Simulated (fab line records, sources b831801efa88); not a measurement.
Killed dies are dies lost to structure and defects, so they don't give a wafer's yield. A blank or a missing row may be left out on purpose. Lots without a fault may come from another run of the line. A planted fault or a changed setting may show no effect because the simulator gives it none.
Which tool did it? | flow gf180mcu | 24 lots, 72 wafers sampled, at 5 steps of a route of 602

WHAT THE GAUGES READ, wafer by wafer
GF_POLY_GATE_CD_MEAS_10: target cd 280 nm. Usual: cd_nm 280.3 nm, standard deviation 0.97.
lot  | measured     | on        | cd_nm (nm)        | flag
L074 | day 9 13:52  | cd_sem-01 | 279.9 279.6 279.5 |
L076 | day 9 22:06  | cd_sem-01 | 278.9 280.3 279.0 |
L075 | day 10 00:39 | cd_sem-01 | 281.1 278.7 281.3 |
L077 | day 10 04:11 | cd_sem-02 | 279.6 281.0 280.7 |
L078 | day 10 18:01 | cd_sem-02 | 280.6 279.7 280.1 |
L079 | day 10 19:13 | cd_sem-01 | 278.7 280.3 279.3 |
L082 | day 11 07:49 | cd_sem-01 | 282.7 282.3 282.9 |
L081 | day 11 08:01 | cd_sem-02 | 280.5 281.1 280.9 |
L080 | day 11 08:01 | cd_sem-01 | 278.7 278.8 278.7 |
L083 | day 11 20:25 | cd_sem-02 | 280.9 280.4 279.6 |
L084 | day 12 03:59 | cd_sem-02 | 279.8 280.2 280.2 |
L085 | day 12 09:16 | cd_sem-01 | 281.8 281.4 280.8 |
L086 | day 12 16:52 | cd_sem-01 | 279.6 279.1 280.8 |
L087 | day 13 01:42 | cd_sem-01 | 279.2 280.1 280.9 |
L088 | day 13 14:37 | cd_sem-01 | 280.4 280.0 279.7 |
L089 | day 13 15:20 | cd_sem-02 | 280.7 280.2 281.1 |
L090 | day 14 03:35 | cd_sem-01 | 279.8 279.6 279.4 |
L091 | day 14 10:40 | cd_sem-02 | 281.3 280.7 281.2 |
L092 | day 14 11:23 | cd_sem-01 | 280.7 282.1 280.7 |
L093 | day 14 20:43 | cd_sem-01 | 279.0 280.3 279.8 |
L094 | day 15 07:14 | cd_sem-01 | 280.3 280.7 280.6 |
L095 | day 15 07:56 | cd_sem-02 | 282.0 282.6 281.4 |
L096 | day 15 14:58 | cd_sem-02 | 278.8 278.9 279.9 |
L097 | day 15 23:16 | cd_sem-01 | 281.3 279.0 280.7 |

GF_M2_CD_MEAS_14: target cd 280 nm. Usual: cd_nm 280.4 nm, standard deviation 1.1.
lot  | measured     | on        | cd_nm (nm)        | flag
L074 | day 19 14:01 | cd_sem-02 | 281.2 282.1 281.4 |
L076 | day 20 02:02 | cd_sem-01 | 280.2 278.9 279.7 |
L075 | day 20 07:22 | cd_sem-01 | 281.1 280.9 281.1 |
L077 | day 20 04:35 | cd_sem-01 | 277.4 278.9 278.2 |
L078 | day 21 00:43 | cd_sem-01 | 278.2 280.2 278.5 |
L079 | day 21 05:08 | cd_sem-02 | 280.7 280.1 280.2 |
L082 | day 21 20:42 | cd_sem-01 | 279.8 279.0 280.0 |
L081 | day 21 22:39 | cd_sem-01 | 280.4 280.7 280.8 |
L080 | day 21 22:37 | cd_sem-02 | 279.8 281.6 280.9 |
L083 | day 22 14:04 | cd_sem-01 | 279.2 280.2 279.8 |
L084 | day 23 04:02 | cd_sem-01 | 281.3 281.3 281.8 |
L085 | day 23 04:49 | cd_sem-01 | 281.1 281.6 281.2 |
L086 | day 23 18:10 | cd_sem-01 | 280.7 281.4 281.2 |
L087 | day 24 04:57 | cd_sem-01 | 280.3 279.9 281.0 |
L088 | day 24 14:25 | cd_sem-01 | 280.0 281.1 281.0 |
L089 | day 24 15:16 | cd_sem-01 | 281.3 281.2 280.7 |
L090 | day 25 03:02 | cd_sem-02 | 280.1 279.6 278.7 |
L091 | day 25 10:24 | cd_sem-01 | 279.8 281.1 280.1 |
L092 | day 25 14:12 | cd_sem-01 | 279.4 280.4 279.6 |
L093 | day 25 23:05 | cd_sem-02 | 279.9 278.9 278.3 |
L094 | day 26 06:42 | cd_sem-02 | 280.0 280.5 280.2 |
L095 | day 26 09:11 | cd_sem-01 | 280.6 281.6 279.9 |
L096 | day 26 17:23 | cd_sem-01 | 282.4 282.6 283.8 |
L097 | day 26 22:14 | cd_sem-02 | 279.0 280.3 279.4 |

GF_M3_CD_MEAS_14: target cd 280 nm. Usual: cd_nm 280.2 nm, standard deviation 1.4.
lot  | measured     | on        | cd_nm (nm)        | flag
L074 | day 21 17:31 | cd_sem-02 | 278.4 277.8 277.8 |
L076 | day 22 04:58 | cd_sem-02 | 279.7 278.9 280.8 |
L075 | day 22 11:07 | cd_sem-02 | 281.5 280.3 281.5 |
L077 | day 22 07:55 | cd_sem-02 | 280.2 279.8 280.0 |
L078 | day 23 02:48 | cd_sem-01 | 278.7 280.4 279.8 |
L079 | day 23 06:13 | cd_sem-01 | 279.8 280.2 279.6 |
L082 | day 23 21:37 | cd_sem-01 | 281.7 282.9 281.0 |
L081 | day 23 23:10 | cd_sem-02 | 281.2 280.5 279.1 |
L080 | day 23 23:30 | cd_sem-01 | 280.7 280.1 280.1 |
L083 | day 24 14:00 | cd_sem-02 | 282.2 281.2 281.0 |
L084 | day 25 02:26 | cd_sem-01 | 280.9 279.6 280.1 |
L085 | day 25 04:58 | cd_sem-02 | 278.5 278.2 278.9 |
L086 | day 25 16:46 | cd_sem-02 | 281.8 282.2 282.7 |
L087 | day 26 03:26 | cd_sem-02 | 280.0 280.8 279.4 |
L088 | day 26 10:19 | cd_sem-02 | 280.4 279.4 279.7 |
L089 | day 26 11:16 | cd_sem-01 | 278.7 278.6 278.3 |
L090 | day 27 00:17 | cd_sem-01 | 279.1 280.3 280.2 |
L091 | day 27 07:51 | cd_sem-01 | 279.1 280.3 278.6 |
L092 | day 27 10:02 | cd_sem-02 | 281.9 282.6 282.8 |
L093 | day 27 18:42 | cd_sem-01 | 281.4 282.3 282.5 |
L094 | day 28 02:27 | cd_sem-01 | 280.5 282.4 280.3 |
L095 | day 28 03:44 | cd_sem-02 | 278.2 278.6 279.3 |
L096 | day 28 12:22 | cd_sem-02 | 279.8 279.4 280.2 |
L097 | day 28 17:01 | cd_sem-02 | 281.4 282.5 280.1 |

WHICH TOOL RAN EACH LOT (tool, then ch and the chambers of the sampled wafers, then the start)
lot  | GF_M2_SPUTTER_02             | GF_V2_SPUTTER_21
L074 | pvd_sputter-01, day 18 13:14 | pvd_sputter-01, day 20 17:05
L076 | pvd_sputter-01, day 19 01:21 | pvd_sputter-04, day 21 04:31
L075 | pvd_sputter-01, day 19 07:12 | pvd_sputter-01, day 21 10:30
L077 | pvd_sputter-02, day 19 04:55 | pvd_sputter-02, day 21 07:05
L078 | pvd_sputter-02, day 20 00:32 | pvd_sputter-02, day 22 02:40
L079 | pvd_sputter-03, day 20 05:13 | pvd_sputter-02, day 22 06:07
L082 | pvd_sputter-02, day 20 20:07 | pvd_sputter-04, day 22 22:44
L081 | pvd_sputter-02, day 20 22:45 | pvd_sputter-02, day 23 00:02
L080 | pvd_sputter-01, day 20 22:13 | pvd_sputter-01, day 23 00:04
L083 | pvd_sputter-03, day 21 15:10 | pvd_sputter-01, day 23 15:26
L084 | pvd_sputter-03, day 22 05:01 | pvd_sputter-04, day 24 04:20
L085 | pvd_sputter-03, day 22 06:16 | pvd_sputter-01, day 24 05:46
L086 | pvd_sputter-03, day 22 19:32 | pvd_sputter-02, day 24 18:47
L087 | pvd_sputter-01, day 23 06:40 | pvd_sputter-04, day 25 05:26
L088 | pvd_sputter-01, day 23 17:17 | pvd_sputter-02, day 25 13:25
L089 | pvd_sputter-02, day 23 17:51 | pvd_sputter-04, day 25 13:45
L090 | pvd_sputter-02, day 24 05:28 | pvd_sputter-04, day 26 02:23
L091 | pvd_sputter-01, day 24 12:26 | pvd_sputter-04, day 26 10:00
L092 | pvd_sputter-02, day 24 16:38 | pvd_sputter-02, day 26 13:15
L093 | pvd_sputter-02, day 25 02:28 | pvd_sputter-04, day 26 21:43
L094 | pvd_sputter-01, day 25 10:16 | pvd_sputter-02, day 27 05:20
L095 | pvd_sputter-01, day 25 12:58 | pvd_sputter-01, day 27 06:55
L096 | pvd_sputter-01, day 25 20:24 | pvd_sputter-01, day 27 15:50
L097 | pvd_sputter-02, day 26 01:15 | pvd_sputter-01, day 27 20:38
- GF_M2_SPUTTER_02: material AlCu, target thk 450 nm, time 23.9 s.
- GF_V2_SPUTTER_21: material Ti, target thk 15 nm, time 80.02 s.

WHAT THE TOOLS THEMSELVES READ (means of the sampled wafers that have a number; where no wafer has one, the mark that the record gives instead)
GF_M2_SPUTTER_02. Usual: throttle_valve_pct 30.4 %, standard deviation 0.95.
lot  | tool           | throttle_valve_pct (%) | flag
L074 | pvd_sputter-01 | 30.0                   |
L076 | pvd_sputter-01 | 30.1                   |
L075 | pvd_sputter-01 | 30.1                   |
L077 | pvd_sputter-02 | 29.3                   |
L078 | pvd_sputter-02 | 29.5                   |
L079 | pvd_sputter-03 | 30.7                   |
L082 | pvd_sputter-02 | 30.4                   |
L081 | pvd_sputter-02 | 31.0                   |
L080 | pvd_sputter-01 | 30.8                   |
L083 | pvd_sputter-03 | 30.4                   |
L084 | pvd_sputter-03 | 30.7                   |
L085 | pvd_sputter-03 | 31.1                   |
L086 | pvd_sputter-03 | 31.1                   |
L087 | pvd_sputter-01 | 30.5                   |
L088 | pvd_sputter-01 | 30.2                   |
L089 | pvd_sputter-02 | 29.8                   |
L090 | pvd_sputter-02 | 30.4                   |
L091 | pvd_sputter-01 | 30.2                   |
L092 | pvd_sputter-02 | 30.6                   |
L093 | pvd_sputter-02 | 31.3                   |
L094 | pvd_sputter-01 | 30.2                   |
L095 | pvd_sputter-01 | 31.1                   |
L096 | pvd_sputter-01 | 30.8                   |
L097 | pvd_sputter-02 | 30.5                   |

GF_V2_SPUTTER_21. Usual: throttle_valve_pct 30.0 %, standard deviation 1.2.
lot  | tool           | throttle_valve_pct (%) | flag
L074 | pvd_sputter-01 | 30.9                   |
L076 | pvd_sputter-04 | 29.0                   |
L075 | pvd_sputter-01 | 29.2                   |
L077 | pvd_sputter-02 | 30.5                   |
L078 | pvd_sputter-02 | 29.6                   |
L079 | pvd_sputter-02 | 30.3                   |
L082 | pvd_sputter-04 | 29.1                   |
L081 | pvd_sputter-02 | 29.7                   |
L080 | pvd_sputter-01 | 29.9                   |
L083 | pvd_sputter-01 | 30.0                   |
L084 | pvd_sputter-04 | 29.0                   |
L085 | pvd_sputter-01 | 30.1                   |
L086 | pvd_sputter-02 | 29.6                   |
L087 | pvd_sputter-04 | 28.9                   |
L088 | pvd_sputter-02 | 30.5                   |
L089 | pvd_sputter-04 | 28.7                   |
L090 | pvd_sputter-04 | 29.0                   |
L091 | pvd_sputter-04 | 30.0                   |
L092 | pvd_sputter-02 | 31.3                   |
L093 | pvd_sputter-04 | 30.2                   |
L094 | pvd_sputter-02 | 30.7                   |
L095 | pvd_sputter-01 | 30.9                   |
L096 | pvd_sputter-01 | 30.2                   |
L097 | pvd_sputter-01 | 30.6                   |

THE ANSWER, worked out from the rows above alone
Rule: a lot is off if the mean of its wafers that have a number lies more than 3 standard deviations from the usual mean. A lot without any number at a reading at which 4 lots or more have one is off too. The other lots that the step has rows for count as sound. The gauges are gone through in route order, then the tools' own readings, and for those a lot's mean is taken as printed above. The first step at which some lot is off is used, and at that step the reading that is off furthest; a lot without a number counts as furthest.
No lot is off at any reading shown: from this, nothing can be told.

WHAT THE SIMULATOR HAD PUT IN
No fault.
